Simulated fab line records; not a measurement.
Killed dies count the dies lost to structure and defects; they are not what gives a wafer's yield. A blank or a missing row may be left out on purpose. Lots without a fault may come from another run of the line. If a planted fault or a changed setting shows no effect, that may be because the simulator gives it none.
Code-filled problem report in 8D (eight disciplines) form	flow gf180mcu	the parts of the form that need people (team, actions taken, sign-off) are left out

## 1. PROBLEM STATEMENT
STI_OXIDATION_THK at GF_STI_THK_MEAS_02 reads a mean of 13.52 nm on 9 wafers of 3 lots; wafers without a fault read 10.03 nm with a standard deviation of 0.2. That is +17 standard deviations from the usual mean.
First seen on wafer L877.1, day 3 03:31, on film metro-01. At this step, 39 wafers from 13 lots have a number in the record. Rule for "out" (also "out of limits"): further than 4 standard deviations from the usual mean. The other wafers with a number count as sound.

## 2. WHAT IT IS, AND WHAT IT ISN'T
question	is	is not
which readings at this step	STI_OXIDATION_THK	-
which lots	L877, L878, L879	L871, L873, L874, L876, L880, L884, L885, L888, L891, L892
which wafers of those lots	all that have a number	-
read on which gauges	film metro-01, film metro-02	film metro-03
when	from day 3 03:31	up to then (12 sound wafers); but 18 sound wafers of L880, L884, L885, L888, L891, L892 came after

## 3. THE SUSPECTS, EACH WITH WHAT RULES IT OUT
Counting: any tool at a process step up to the reading is kept as a suspect provided that every lot that is out went through it and no sound lot did after the first of them.
- the gauge at GF_STI_THK_MEAS_02: ruled out. The wafers that are out were read on 2 gauges (film metro-01, film metro-02).
- furnace-02 at GF_STI_OXIDATION_01 (stabilise 600 s, purge 300 s, target thk 10 nm): ruled out as a lasting fault. After its first lot that is out, L877 (day 3 02:07), sound lots L891, L892 ran on it.
Left after counting: nothing in the record.

## 4. THE CAUSE (what the simulator had put in)
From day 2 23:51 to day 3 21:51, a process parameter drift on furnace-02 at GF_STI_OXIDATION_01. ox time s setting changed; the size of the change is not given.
Counting ruled it out, wrongly: the rule takes a fault to strike every lot that its tool runs from its start on, and this one did not.

## 5. THE EFFECT CHAIN, in route order
Each row: a reading where the mean over the struck wafers with a number is more than 3 standard deviations away from the usual. Scope: only readings with a usual standard deviation given in the record; hours: median across lots of the time from each lot's start at the first step in this table that gives one to its start at this step; sigmas: change in usual standard deviations.
hours	step	reading	usual	on struck wafers	change	sigmas
0	GF_STI_THK_MEAS_02	STI_OXIDATION_THK	10.03 nm	13.52	+3.49	+17
Later measuring or inspecting steps at which every struck wafer that the step has a row for has a number for every such reading, and none has moved that far: GF_STI_THK_MEAS_24, GF_MVPSD_OVL_MEAS_07.

## 6. WHAT WOULD HAVE CAUGHT IT SOONER
Counted from the fault's start at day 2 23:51, it took 4 hours until the first out-of-limits reading at a measuring or inspecting step in this record, taken at day 3 03:31.
Of the tool readings at GF_STI_OXIDATION_01 for which the record gives a usual standard deviation, none was out on any struck wafer, so an alarm limit of 4 standard deviations on them would not have fired.
